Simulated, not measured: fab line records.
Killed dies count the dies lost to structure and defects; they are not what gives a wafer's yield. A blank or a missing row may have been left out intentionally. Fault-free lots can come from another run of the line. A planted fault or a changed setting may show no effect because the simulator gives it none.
fab line records	flow sky130
record: lots: 10	wafers: 30	last_day: 50
route steps=708 shown VIA3@593 METAL4@598 METAL5@663 PAD_OPEN@708
lots that met no fault: from a run of the same line without faults
start_h: the number of hours between the record's first day and the start of the first shown wafer of the lot	wait_h: hours elapsed since this lot's preceding step	" as in the row above	L1.1+2: a single row standing in for several wafers	- no value, or no start given	* or withheld: withheld	< > ~ a bound
route shown NAME@n: names a module that has steps shown in the file, with the first one's number in the route	usual: mean/standard deviation taken from wafers without a fault	same: alike in all rows	chamber/n: place in a boat	sites: per-site readings	_std_site: how widely they spread, as a standard deviation	_edge_site: the outer-site mean with the inner-site mean subtracted	radius_mm: for every site, how far away it sits from the centre of the wafer	mask NAME#n: copy n	behind: the last tool/chamber to shape the wafer	hold: reason for holding the lot/hours on hold/outcome of the hold	device: the n, p or np transistor that did not switch	end of line: the same wafers' tests at the end of the route	where a step has no rows: the recipe by itself	killed: not the wafer's yield, but the dies lost to structure and defects at the first sort	map: per-die view of a wafer (x killed, . not killed, _ where there is no die)
set.NAME: the setting as run; set.NAME@STEP: as run at that earlier step	model.NAME: the simulator's own value behind a step, which no gauge read
route steps across a sampled set of lots; one table per step, one row per wafer
services: when a tool's chamber went out of use (start_h, in hours from the record's first day, below 0 if earlier), for how many hours, and the reason
== steps ==
step: SKY_VIA3_SPUTTER_20
recipe: material: TiN	target_thk_nm: 20	chamber_pressure_pa: 5	power_w: 4000	time_s: 80
usual: throttle_valve_pct: 30.5/0.88
lot.wafer	tool	chamber	start_h	wait_h	throttle_valve_pct
L627.1	pvd_sputter-03	-	968.12	0.0	30.2
L627.2	"	-	"	"	29.8
L627.4	"	-	"	"	30.4
L626.3	pvd_sputter-01	-	971.35	0.0	29.4
L626.4	"	-	"	"	31.0
L626.5	"	-	"	"	29.6
L631.1	pvd_sputter-02	-	995.73	0.0	31.5
L631.3	"	-	"	"	31.3
L631.5	"	-	"	"	30.0
L632.1	pvd_sputter-03	-	1003.48	0.0	29.9
L632.2	"	-	"	"	30.2
L632.6	"	-	"	"	29.9
L633.3	pvd_sputter-03	-	1009.84	0.0	30.5
L633.4	"	-	"	"	29.8
L633.5	"	-	"	"	30.8
L635.1	pvd_sputter-03	-	1023.62	0.0	30.3
L635.3	"	-	"	"	30.6
L635.6	"	-	"	"	30.7
L637.1	pvd_sputter-02	-	1035.56	0.0	30.2
L637.3	"	-	"	"	31.3
L637.5	"	-	"	"	31.4
L640.1	pvd_sputter-02	-	1049.78	0.0	30.1
L640.2	"	-	"	"	31.6
L640.5	"	-	"	"	31.1
L644.1	pvd_sputter-02	-	1081.42	0.0	31.4
L644.3	"	-	"	"	31.2
L644.6	"	-	"	"	31.2
L645.2	pvd_sputter-03	-	1088.97	0.0	30.7
L645.3	"	-	"	"	29.9
L645.4	"	-	"	"	30.4
step: SKY_METAL4_SPUTTER_00
recipe: material: Ti	target_thk_nm: 15	power_w: 3000	time_s: 10	chamber_pressure_pa: 0.4
usual: throttle_valve_pct: 29.8/1
lot.wafer	tool	chamber	start_h	wait_h	throttle_valve_pct
L627.1	pvd_sputter-03	-	968.78	0.2	30.4
L627.2	"	-	"	"	30.3
L627.4	"	-	"	"	29.9
L626.3	pvd_sputter-03	-	972.01	0.2	29.9
L626.4	"	-	"	"	29.5
L626.5	"	-	"	"	29.6
L631.1	pvd_sputter-04	-	996.39	0.1	30.0
L631.3	"	-	"	"	28.1
L631.5	"	-	"	"	29.8
L632.1	pvd_sputter-01	-	1004.14	0.2	28.8
L632.2	"	-	"	"	31.3
L632.6	"	-	"	"	28.8
L633.3	pvd_sputter-04	-	1010.50	0.1	27.8
L633.4	"	-	"	"	29.7
L633.5	"	-	"	"	29.9
L635.1	pvd_sputter-01	-	1024.29	0.2	28.9
L635.3	"	-	"	"	30.9
L635.6	"	-	"	"	28.8
L637.1	pvd_sputter-01	-	1036.23	0.2	29.1
L637.3	"	-	"	"	31.6
L637.5	"	-	"	"	31.0
L640.1	pvd_sputter-01	-	1050.45	0.2	29.0
L640.2	"	-	"	"	31.6
L640.5	"	-	"	"	28.7
L644.1	pvd_sputter-04	-	1082.08	0.1	29.5
L644.3	"	-	"	"	27.7
L644.6	"	-	"	"	29.8
L645.2	pvd_sputter-04	-	1089.64	0.2	27.7
L645.3	"	-	"	"	29.4
L645.4	"	-	"	"	29.8
step: SKY_METAL5_SPUTTER_02
recipe: material: AlCu	target_thk_nm: 1150	power_w: 10600	time_s: 61.2	chamber_pressure_pa: 0.4
usual: throttle_valve_pct: 30.5/0.86
lot.wafer	tool	chamber	start_h	wait_h	throttle_valve_pct
L627.1	pvd_sputter-03	-	1040.65	0.0	30.4
L627.2	"	-	"	"	29.9
L627.4	"	-	"	"	30.0
L626.3	pvd_sputter-01	-	1045.25	0.0	31.4
L626.4	"	-	"	"	30.8
L626.5	"	-	"	"	31.4
L631.1	pvd_sputter-01	-	1068.28	0.0	31.5
L631.3	"	-	"	"	29.5
L631.5	"	-	"	"	30.9
L632.1	pvd_sputter-02	-	1074.16	0.0	31.4
L632.2	"	-	"	"	31.3
L632.6	"	-	"	"	31.4
L633.3	pvd_sputter-01	-	1080.32	0.0	28.9
L633.4	"	-	"	"	29.5
L633.5	"	-	"	"	29.5
L635.1	pvd_sputter-03	-	1094.71	0.0	30.1
L635.3	"	-	"	"	29.9
L635.6	"	-	"	"	30.5
L637.1	pvd_sputter-03	-	1103.85	0.0	30.3
L637.3	"	-	"	"	30.3
L637.5	"	-	"	"	29.9
L640.1	pvd_sputter-03	-	1117.00	0.0	29.9
L640.2	"	-	"	"	29.8
L640.5	"	-	"	"	30.5
L644.1	pvd_sputter-01	-	1144.78	0.0	31.1
L644.3	"	-	"	"	29.5
L644.6	"	-	"	"	31.5
L645.2	pvd_sputter-02	-	1150.40	0.0	30.1
L645.3	"	-	"	"	31.1
L645.4	"	-	"	"	31.9
step: SKY_METAL5_RS_MEAS_05
recipe: thk_meas_gauge: four-point-probe	reads: TiN_of_METAL5_SPUTTER_04+Ti_of_METAL5_SPUTTER_03+AlCu_of_METAL5_SPUTTER_02+TiN_of_METAL5_SPUTTER_01+Ti_of_METAL5_SPUTTER_00
usual: METAL5_ALCU_RS: 0.0271/0.00031
lot.wafer	tool	chamber	start_h	wait_h	METAL5_ALCU_RS[ohm/sq]
L627.1	film_metro-03	-	1040.77	0.0	0.0272
L627.2	"	-	"	"	0.0273
L627.4	"	-	"	"	0.0276
L626.3	film_metro-02	-	1045.41	0.1	0.0270
L626.4	"	-	"	"	0.0274
L626.5	"	-	"	"	0.0271
L631.1	film_metro-03	-	1068.39	0.0	0.0276
L631.3	"	-	"	"	0.0273
L631.5	"	-	"	"	0.0277
L632.1	film_metro-03	-	1074.28	0.0	0.0263
L632.2	"	-	"	"	0.0265
L632.6	"	-	"	"	0.0263
L633.3	film_metro-04	-	1080.48	0.1	0.0270
L633.4	"	-	"	"	0.0271
L633.5	"	-	"	"	0.0271
L635.1	film_metro-04	-	1094.82	0.0	0.0267
L635.3	"	-	"	"	0.0270
L635.6	"	-	"	"	0.0263
L637.1	film_metro-03	-	1103.97	0.0	0.0272
L637.3	"	-	"	"	0.0271
L637.5	"	-	"	"	0.0290
L640.1	film_metro-02	-	1117.12	0.0	0.0269
L640.2	"	-	"	"	0.0288
L640.5	"	-	"	"	0.0269
L644.1	film_metro-02	-	1144.90	0.0	0.0269
L644.3	"	-	"	"	0.0266
L644.6	"	-	"	"	0.0265
L645.2	film_metro-04	-	1150.54	0.0	0.0270
L645.3	"	-	"	"	0.0270
L645.4	"	-	"	"	0.0265
step: SKY_METAL5_THK_MEAS_06
recipe: thk_meas_gauge: xrf	reads: AlCu_of_METAL5_SPUTTER_02
usual: METAL5_ALCU_THK: 1145/15
lot.wafer	tool	chamber	start_h	wait_h	METAL5_ALCU_THK[nm]
L627.1	film_metro-03	-	1040.89	0.1	1132
L627.2	"	-	"	"	1130
L627.4	"	-	"	"	1126
L626.3	film_metro-02	-	1045.51	0.1	1153
L626.4	"	-	"	"	1134
L626.5	"	-	"	"	1152
L631.1	film_metro-03	-	1068.51	0.1	1114
L631.3	"	-	"	"	1133
L631.5	"	-	"	"	1116
L632.1	film_metro-03	-	1074.40	0.1	1171
L632.2	"	-	"	"	1169
L632.6	"	-	"	"	1173
L633.3	film_metro-04	-	1080.58	0.1	1145
L633.4	"	-	"	"	1147
L633.5	"	-	"	"	1144
L635.1	film_metro-04	-	1094.94	0.1	1158
L635.3	"	-	"	"	1147
L635.6	"	-	"	"	1172
L637.1	film_metro-03	-	1104.09	0.1	1134
L637.3	"	-	"	"	1142
L637.5	"	-	"	"	1067
L640.1	film_metro-02	-	1117.24	0.1	1162
L640.2	"	-	"	"	1078
L640.5	"	-	"	"	1162
L644.1	film_metro-02	-	1145.02	0.1	1154
L644.3	"	-	"	"	1175
L644.6	"	-	"	"	1176
L645.2	film_metro-04	-	1150.65	0.1	1147
L645.3	"	-	"	"	1150
L645.4	"	-	"	"	1176
step: SKY_METAL5_DESCUM_14
recipe: chemistry: O2	source_power_w: 150	bias_power_w: 0	pressure_mtorr: 10	temp_c: 40	time_s: 11
usual: drypump_motor_current_A: 5.2/0.36	oes_product_au: 1.000/0.0072
lot.wafer	tool	chamber	start_h	wait_h	drypump_motor_current_A	oes_product_au	rf_hours_counter_h
L627.1	rie_metal-03	0	1063.11	0.1	5.4	1.003	15
L627.2	"	0	"	"	5.4	0.999	-
L627.4	"	0	"	"	5.4	1.006	-
L626.3	rie_metal-04	0	1067.09	0.1	4.9	1.004	-
L626.4	"	1	"	"	4.7	1.020	-
L626.5	"	0	"	"	4.9	1.009	-
L631.1	rie_metal-04	1	1089.22	0.1	4.7	1.004	18
L631.3	"	1	"	"	4.7	0.996	-
L631.5	"	1	"	"	4.7	1.005	-
L632.1	rie_metal-03	0	1095.21	0.1	5.4	0.998	20
L632.2	"	0	"	"	5.4	0.995	-
L632.6	"	0	"	"	5.4	0.991	-
L633.3	rie_metal-03	0	1101.45	0.1	5.4	0.997	-
L633.4	"	0	"	"	5.4	0.994	-
L633.5	"	0	"	"	5.4	0.990	-
L635.1	rie_metal-03	0	1114.87	0.1	5.4	0.994	23
L635.3	"	0	"	"	5.4	1.001	-
L635.6	"	0	"	"	5.4	1.009	-
L637.1	rie_metal-04	0	1124.36	0.1	4.9	0.995	23
L637.3	"	1	"	"	4.7	0.992	-
L637.5	"	1	"	"	4.7	1.001	-
L640.1	rie_metal-04	1	1136.41	0.1	4.7	0.998	22
L640.2	"	0	"	"	4.9	0.996	23
L640.5	"	0	"	"	4.9	0.998	-
L644.1	rie_metal-04	1	1162.62	0.1	4.7	0.999	24
L644.3	"	1	"	"	4.7	0.996	-
L644.6	"	1	"	"	4.7	0.996	-
L645.2	rie_metal-03	1	1168.03	0.1	5.7	1.016	10
L645.3	"	0	"	"	5.4	1.002	-
L645.4	"	1	"	"	5.7	1.013	-
step: SKY_METAL5_METAL_ETCH_15
recipe: target_depth_a: 12600	stop_on: SiO2	over_etch_frac: 0.2	time_s: 252	chemistry: Cl2/BCl3	resist_sidewall_deg: 86	pressure_mtorr: 10	icp_w: 900	bias_w: 48.5	Cl2_flow_sccm: 60	bcl3_flow_sccm: 30
usual: drypump_motor_current_A: 5.2/0.36	oes_product_au: 0.896/0.0052	throttle_valve_pct: 22.263/0.0089
lot.wafer	tool	chamber	start_h	wait_h	drypump_motor_current_A	oes_product_au	rf_hours_counter_h	throttle_valve_pct
L627.1	rie_metal-03	0	1063.18	0.1	5.4	0.896	15	22.248
L627.2	"	0	"	"	5.4	0.905	-	22.262
L627.4	"	0	"	"	5.4	0.901	-	22.266
L626.3	rie_metal-04	0	1067.19	0.1	4.9	0.894	-	22.259
L626.4	"	1	"	"	4.7	0.891	-	22.262
L626.5	"	0	"	"	4.9	0.890	-	22.247
L631.1	rie_metal-04	1	1089.26	0.0	4.7	0.886	18	22.252
L631.3	"	1	"	"	4.7	0.900	-	22.268
L631.5	"	1	"	"	4.7	0.895	-	22.265
L632.1	rie_metal-03	0	1095.28	0.1	5.4	0.899	20	22.256
L632.2	"	0	"	"	5.4	0.899	-	22.247
L632.6	"	0	"	"	5.4	0.891	-	22.266
L633.3	rie_metal-03	0	1101.65	0.2	5.4	0.891	-	22.248
L633.4	"	0	"	"	5.4	0.895	-	22.270
L633.5	"	0	"	"	5.4	0.900	-	22.280
L635.1	rie_metal-03	0	1114.94	0.1	5.4	0.890	23	22.250
L635.3	"	0	"	"	5.4	0.896	-	22.272
L635.6	"	0	"	"	5.4	0.893	-	22.268
L637.1	rie_metal-04	0	1124.39	0.0	4.9	0.892	23	22.262
L637.3	"	1	"	"	4.7	0.892	-	22.266
L637.5	"	1	"	"	4.7	0.880	-	22.263
L640.1	rie_metal-04	1	1136.44	0.0	4.7	0.900	22	22.273
L640.2	"	0	"	"	4.9	0.878	24	22.243
L640.5	"	0	"	"	4.9	0.903	-	22.287
L644.1	rie_metal-04	1	1162.66	0.0	4.7	0.902	24	22.257
L644.3	"	1	"	"	4.7	0.898	-	22.267
L644.6	"	1	"	"	4.7	0.894	-	22.271
L645.2	rie_metal-03	1	1168.06	0.0	5.7	0.884	10	22.264
L645.3	"	0	"	"	5.4	0.896	-	22.260
L645.4	"	1	"	"	5.7	0.889	-	22.264
step: SKY_PAD_OPEN_PROBE_99
usual: defect_limited_yield: 83.0/2	killed_at_M0_to_M3: 43/7.1	killed_at_M4_up: 3.1/1.7	killed_at_contacts: 23/5.1	killed_at_front_end: 14/4.4	killed_at_other: 0.3/0.47	killed_dies: 84/9.9	killed_on_rim: 16/3.8	killed_open: 45/6.6	killed_short: 38/6.8	sort_bin_3_pad_short: 0.8/0.4	sort_bin_5_function: 10.1/1.4	sort_bin_6_memory: 6.1/1.2	sort_n_pass: 408/9.9	sort_yield_pct: 83.0/2
same: gross_dies: 492	killed_at_back_side: 0	sort_bin_4_leakage[%]: 0	sort_bin_8_speed[%]: 0
lot.wafer	tool	chamber	start_h	wait_h	defect_limited_yield[%]	killed_at_M0_to_M3	killed_at_M4_up	killed_at_contacts	killed_at_front_end	killed_at_other	killed_dies	killed_on_rim	killed_open	killed_short	sort_bin_3_pad_short[%]	sort_bin_5_function[%]	sort_bin_6_memory[%]	sort_n_pass	sort_yield_pct[%]
L631.1	prober-02	-	1131.52	0.1	81.9	43	3	23	19	1	89	18	39	50	0.4	11.2	6.5	403	81.9
L631.3	prober-02	-	1131.62	0.2	84.1	32	4	29	13	0	78	13	49	29	0.2	10.4	5.3	414	84.1
L631.5	prober-02	-	1131.72	0.2	87.4	27	1	26	7	1	62	10	31	31	0.6	7.1	4.9	430	87.4
L632.1	prober-01	-	1138.43	0.1	82.3	46	5	23	12	1	87	16	43	44	0.2	10.8	6.7	405	82.3
L632.2	prober-01	-	1138.48	0.1	85.0	35	1	28	10	0	74	16	43	31	0.4	9.6	5.1	418	85.0
L632.6	prober-01	-	1138.68	0.2	82.3	44	6	27	10	0	87	20	45	42	0.4	10.4	6.9	405	82.3
L633.3	prober-02	-	1143.90	0.2	83.9	36	4	20	19	0	79	18	43	36	1.0	9.3	5.7	413	83.9
L633.4	prober-02	-	1143.95	0.2	79.1	54	5	25	19	0	103	18	57	46	1.0	11.6	8.3	389	79.1
L633.5	prober-02	-	1144.00	0.2	82.5	50	3	24	9	0	86	20	41	45	1.4	9.1	6.9	406	82.5
L635.3	prober-02	-	1156.04	0.2	82.5	38	1	28	18	1	86	13	41	45	0.6	9.1	7.7	406	82.5
L635.6	prober-02	-	1156.19	0.2	84.3	41	1	24	11	0	77	19	41	36	1.0	9.6	5.1	415	84.3
L640.1	prober-02	-	1175.85	0.1	83.3	39	3	22	18	0	82	18	43	39	0.6	10.2	5.9	410	83.3
L640.2	prober-02	-	1175.90	0.1	83.7	42	2	21	14	1	80	19	47	33	0.6	11.6	4.1	412	83.7
L640.5	prober-02	-	1176.05	0.2	83.7	40	1	24	15	0	80	24	55	25	0.6	8.9	6.7	412	83.7
L645.2	prober-02	-	1203.04	0.1	83.9	39	4	22	13	1	79	20	37	42	0.4	9.6	6.1	413	83.9
L645.3	prober-02	-	1203.09	0.2	83.3	43	3	29	7	0	82	18	40	42	1.8	10.6	4.3	410	83.3
L645.4	prober-02	-	1203.14	0.2	85.2	33	4	27	9	0	73	19	38	35	1.4	8.1	5.3	419	85.2
killed by level:class
L631.1 VIA1:geometric_particle:open=12 FIELD_ISO:geometric_particle:short=8 CONTACT:geometric_particle:short=7 FIELD_ISO:geometric_particle:open=6 METAL1:geometric_particle:short=6 CONTACT:geometric_particle:open=5 VIA2:geometric_particle:open=5 LI_CONTACT:geometric_particle:open=4
L631.3 LI_CONTACT:geometric_particle:open=11 CONTACT:geometric_particle:open=10 VIA1:geometric_particle:open=10 METAL1:geometric_particle:short=5 FIELD_ISO:geometric_particle:open=4 VIA3:geometric_particle:open=4 POLY_GATE:geometric_particle:short=4 VIA2:geometric_particle:open=4
L631.5 CONTACT:geometric_particle:open=7 LI_CONTACT:geometric_particle:open=6 METAL2:geometric_particle:short=6 VIA2:geometric_particle:open=6 LI_CONTACT:geometric_particle:short=5 CONTACT:geometric_particle:short=4 METAL2:geometric_particle:open=3 FIELD_ISO:geometric_particle:short=3
L632.1 CONTACT:geometric_particle:open=11 METAL2:geometric_particle:short=9 VIA2:geometric_particle:open=7 VIA1:geometric_particle:open=6 LI_CONTACT:geometric_particle:open=6 VIA2:geometric_particle:short=6 POLY_GATE:geometric_particle:open=4 CONTACT:geometric_particle:short=4
L632.2 CONTACT:geometric_particle:open=17 VIA1:geometric_particle:open=10 METAL1:geometric_particle:short=6 METAL2:geometric_particle:short=5 VIA2:geometric_particle:open=5 LI_CONTACT:geometric_particle:open=4 CONTACT:geometric_particle:short=4 FIELD_ISO:geometric_particle:open=3
L632.6 CONTACT:geometric_particle:open=14 VIA1:geometric_particle:open=13 METAL2:geometric_particle:short=9 VIA3:geometric_particle:open=7 METAL1:geometric_particle:short=6 FIELD_ISO:geometric_particle:short=4 LI_CONTACT:geometric_particle:open=4 LOCAL_INTERCONNECT:geometric_particle:short=4
L633.3 VIA1:geometric_particle:open=9 VIA2:geometric_particle:open=7 POLY_GATE:geometric_particle:short=6 POLY_GATE:geometric_particle:open=6 CONTACT:geometric_particle:open=6 METAL1:geometric_particle:short=5 FIELD_ISO:geometric_particle:short=4 CONTACT:geometric_particle:short=4
L633.4 VIA1:geometric_particle:open=11 VIA2:geometric_particle:open=10 LI_CONTACT:geometric_particle:open=9 METAL2:geometric_particle:short=8 METAL3:geometric_particle:short=7 FIELD_ISO:geometric_particle:short=6 POLY_GATE:geometric_particle:open=5 CONTACT:geometric_particle:open=5
L633.5 VIA1:geometric_particle:open=13 METAL1:geometric_particle:short=11 CONTACT:geometric_particle:short=8 CONTACT:geometric_particle:open=8 VIA2:geometric_particle:open=7 LI_CONTACT:geometric_particle:open=4 METAL2:geometric_particle:short=4 VIA2:geometric_particle:short=4
L635.3 CONTACT:geometric_particle:open=13 VIA1:geometric_particle:open=8 METAL2:geometric_particle:short=7 CONTACT:geometric_particle:short=6 METAL1:geometric_particle:short=6 POLY_GATE:geometric_particle:short=5 LOCAL_INTERCONNECT:geometric_particle:short=5 VIA3:geometric_particle:open=5
L635.6 VIA1:geometric_particle:open=8 CONTACT:geometric_particle:short=7 METAL1:geometric_particle:short=7 VIA1:geometric_particle:short=7 VIA2:geometric_particle:open=7 CONTACT:geometric_particle:open=6 LI_CONTACT:geometric_particle:open=5 VIA3:geometric_particle:open=5
L640.1 VIA1:geometric_particle:open=11 CONTACT:geometric_particle:open=7 LOCAL_INTERCONNECT:geometric_particle:short=6 FIELD_ISO:geometric_particle:short=5 POLY_GATE:geometric_particle:short=4 LI_CONTACT:geometric_particle:open=4 CONTACT:geometric_particle:short=4 VIA1:geometric_particle:short=4
L640.2 VIA1:geometric_particle:open=9 VIA3:geometric_particle:open=8 LI_CONTACT:geometric_particle:open=7 POLY_GATE:geometric_particle:open=5 CONTACT:geometric_particle:open=5 METAL2:geometric_particle:short=4 SPACER:geometric_particle:short=4 METAL1:geometric_particle:short=4
L640.5 VIA1:geometric_particle:open=14 CONTACT:geometric_particle:open=11 VIA2:geometric_particle:open=10 FIELD_ISO:geometric_particle:open=5 LI_CONTACT:geometric_particle:open=5 LOCAL_INTERCONNECT:geometric_particle:short=4 FIELD_ISO:geometric_particle:short=3 VIA3:geometric_particle:short=3
L645.2 VIA1:geometric_particle:open=10 CONTACT:geometric_particle:open=7 FIELD_ISO:geometric_particle:short=6 VIA3:geometric_particle:short=6 LI_CONTACT:geometric_particle:open=6 LOCAL_INTERCONNECT:geometric_particle:short=5 METAL1:geometric_particle:short=5 METAL2:geometric_particle:short=5
L645.3 VIA1:geometric_particle:open=10 METAL1:geometric_particle:short=9 LI_CONTACT:geometric_particle:open=8 CONTACT:geometric_particle:open=8 LI_CONTACT:geometric_particle:short=5 FIELD_ISO:geometric_particle:short=4 METAL2:geometric_particle:short=4 VIA2:geometric_particle:open=4
L645.4 LI_CONTACT:geometric_particle:open=9 CONTACT:geometric_particle:open=8 VIA1:geometric_particle:open=6 VIA1:geometric_particle:short=5 METAL3:geometric_particle:short=4 CONTACT:geometric_particle:short=4 VIA2:geometric_particle:open=4 METAL2:geometric_particle:short=4
== services ==
tool	chamber	start_h	hours	kind
rie_metal-04	-	953.81	15.6	pm
pvd_sputter-04	-	955.68	3.5	repair
pvd_sputter-02	-	959.63	1.3	repair
pvd_sputter-01	1	969.49	-	consumable_replace:kit
pvd_sputter-01	1	969.49	18.0	scheduled_down
pvd_sputter-01	1	969.49	18.0	vent_cycle
rie_metal-03	1	971.88	3.1	repair
rie_metal-04	-	991.72	2.8	pm
pvd_sputter-03	1	1040.77	-	consumable_replace:kit
pvd_sputter-03	1	1040.77	18.0	scheduled_down
pvd_sputter-03	1	1040.77	18.0	vent_cycle
rie_metal-03	-	1047.51	0.3	repair
pvd_sputter-01	-	1053.21	12.4	repair
rie_metal-03	1	1053.22	110.0	repair
pvd_sputter-01	0	1080.44	-	consumable_replace:kit
pvd_sputter-01	0	1080.44	18.0	scheduled_down
pvd_sputter-01	0	1080.44	18.0	vent_cycle
pvd_sputter-02	-	1085.34	2.5	repair
pvd_sputter-03	-	1105.30	1.7	repair
pvd_sputter-03	-	1124.21	0.6	repair
pvd_sputter-03	0	1155.75	-	consumable_replace:kit
pvd_sputter-03	0	1155.75	18.0	scheduled_down
pvd_sputter-03	0	1155.75	18.0	vent_cycle
rie_metal-03	0	1161.74	1.8	repair
== key ==
first_sign: step: SKY_METAL5_RS_MEAS_05	reading: METAL5_ALCU_RS	direction: up	sigmas: 5.8	usual: 0.0271	struck: 0.0289
effect: step: SKY_METAL5_THK_MEAS_06	reading: METAL5_ALCU_THK	direction: down	sigmas: 4.8	usual: 1145	struck: 1072
effect: step: SKY_METAL5_METAL_ETCH_15	reading: oes_product_au	direction: down	sigmas: 3.2	usual: 0.896	struck: 0.879
met_at SKY_METAL5_SPUTTER_02
struck_lots L637,L640
struck_wafers L637.5,L640.2
not_acting_at SKY_VIA3_SPUTTER_20,SKY_METAL4_SPUTTER_00,SKY_METAL5_DESCUM_14
onset_between 1094.71 1103.85
fault: kind: process_parameter_drift	tool: pvd_sputter-03	chamber: -	onset_h: 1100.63	steps: SKY_METAL5_SPUTTER_02	channel: time_s	offset: *	shape: step	end_h: 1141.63	acts_in: *	stated: *	scope: struck_wafers_only
